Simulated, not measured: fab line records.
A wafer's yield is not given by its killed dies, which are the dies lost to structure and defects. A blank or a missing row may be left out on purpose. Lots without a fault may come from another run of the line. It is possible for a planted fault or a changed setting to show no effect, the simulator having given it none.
A lot that was struck, set against a sound lot | flow sky130 | 14 steps out of a route of 708
Sound: the wafers L211.1, L211.4, L211.6. The struck wafers were L221.2, L221.4, L221.5. At the end, the cause is stated.
Per side, at each step with rows, come the tool, then ch with its chambers, and then its first start. Under that, the readings that differ: sound wafers | struck wafers | difference of the means | sigmas: that difference in standard deviations of wafers without a fault.
alike: readings with means less than 2 such deviations apart, plus words and numbers identical on both sides. not compared: withheld readings, readings lacking a value on some wafer, bounds such as >300 that could conceal the same value, and numbers that have no deviation in the record and whose values overlap.
A row with sigmas, a row that says differs or no value, or rows on one side alone: a step with any of these is where the two part. Numbers that don't overlap but have no deviation are shown without sigmas and don't part them. A reading missing from all wafers of one side parts the sides only when that side holds two or more wafers.

SKY_CONTACT_OVL_MEAS_15:
  sound: overlay-02 at day 31 18:40; struck: overlay-01 at day 36 04:40
  alike: CONTACT_OVL
SKY_CONTACT_ETCH_16: etches BARC in N2/H2, stops on SiO2, time 45.9 s, target depth 60 nm.
  sound on rie-diel-04 ch 2,3, day 31 18:42; struck on rie-diel-01 ch 0,2,3, day 36 04:42
  alike: drypump-motor-current-A, oes-product-au, throttle-valve-pct
  not compared: rf-hours-counter-h
SKY_CONTACT_ETCH_17: etches SiO2 in C4F8/O2/Ar, stops on Si3N4, target depth 340 nm.
  sound on rie-diel-04 ch 2,3, day 31 18:44; struck on rie-diel-01 ch 0,2,3, day 36 04:44
  alike: oes-product-au
SKY_CONTACT_ETCH_18: etches Si3N4 in CHF3/O2, stops on TiN, time 39 s, target depth 75 nm.
  sound: rie-diel-04 ch 2,3; struck: rie-diel-01 ch 0,2,3
  alike: drypump-motor-current-A, oes-product-au, throttle-valve-pct
  not compared: rf-hours-counter-h
SKY_CONTACT_STRIP_19: strips in O2/N2.
  sound on plasma-asher-01 ch 0,1, day 31 18:50; struck on plasma-asher-02 ch 0,1, day 36 04:50
  alike: drypump-motor-current-A, oes-product-au, strip-time-to-endpoint-s
  not compared: rf-hours-counter-h
then, 4 steps without rows for these wafers: SKY_CONTACT_STRIP_20 (strips in post etch residue remover, time 1200 s); SKY_CONTACT_CLEAN_21 (cleans in IPA, time 180 s); SKY_CONTACT_CLEAN_22 (cleans in O3/DIW); SKY_CONTACT_SPUTTER_23 (material TiN, target thk 20 nm, time 80 s).
SKY_CONTACT_CVD_24: deposits W, target thk 340 nm, time 102.12 s.
  sound on cvd-w-01 ch 0,1, day 31 19:29; struck on cvd-w-01 ch 0,1, day 36 05:32
  alike: chamber-pressure-Torr, heater-power-outer-w, heater-power-w
SKY_CONTACT_RS_MEAS_25: measures by four-point-probe.
  sound: film-metro-02 at day 31 19:36; struck: film-metro-03 at day 36 05:40
  reading               | sound                | struck               | difference | sigmas
  CONTACT_W_RS (ohm/sq) | 0.3482 0.3425 0.3394 | 0.3379 0.3339 0.3354 | -0.0076    | -3
SKY_CONTACT_THK_MEAS_26: measures by xrf.
  sound: film-metro-02 at day 31 19:43; struck: film-metro-03 at day 36 05:46
  reading            | sound       | struck      | difference | sigmas
  CONTACT_W_THK (nm) | 328 332 337 | 342 345 345 | +12        | +3
SKY_CONTACT_CMP_27: polishes, stops on SiO2, t overpolish 15.41 s, target thk 0 nm.
  sound on cmp-01 ch 0,2,3, day 31 19:47; struck on cmp-01 ch 0,1,3, day 36 06:34
  no value came back on the struck wafers for any of 5 readings (edge-zone-pressure-frac, head-pressure-psi (psi) and others); on the sound wafers edge-zone-pressure-frac reads 0.997 1.001 1.005
  reading                                     | sound             | struck            | difference | sigmas
  model.W_of_CONTACT_CVD_24.thk-nm (nm)       | 0 0 0             | 339.9 342.9 342.3 | +341.7     |
  model.SiO2_of_CONTACT_HDPCVD_02.thk-nm (nm) | 337.1 336.2 337.3 | 341.9 340.3 340.7 | +4.1       |
-- the record jumps here: 13 days lie between the struck wafers' starts before and after (it left off in module CONTACT and takes up again in module PAD_OPEN, whose first step shown is number 708 of the route) --
SKY_PAD_OPEN_PROBE_99:
  sound: prober-02 at day 46 03:25; struck: prober-01 at day 49 07:12
  reading            | sound    | struck      | difference | sigmas
  killed-at-contacts | 18 22 20 | 437 422 438 | +412       | +81
  killed-dies        | 91 84 80 | 492 492 492 | +407       | +48
  killed-on-rim      | 13 22 17 | 96 96 96    | +79        | +22
  alike: killed_at_M0_to_M3, killed_at_M4_up, killed-at-front-end, killed-at-other, killed-open, killed-short

WHERE THEY PART
At SKY_CONTACT_RS_MEAS_25 first; at SKY_PAD_OPEN_PROBE_99 last (within this record only).

WHY: what the simulator had put in
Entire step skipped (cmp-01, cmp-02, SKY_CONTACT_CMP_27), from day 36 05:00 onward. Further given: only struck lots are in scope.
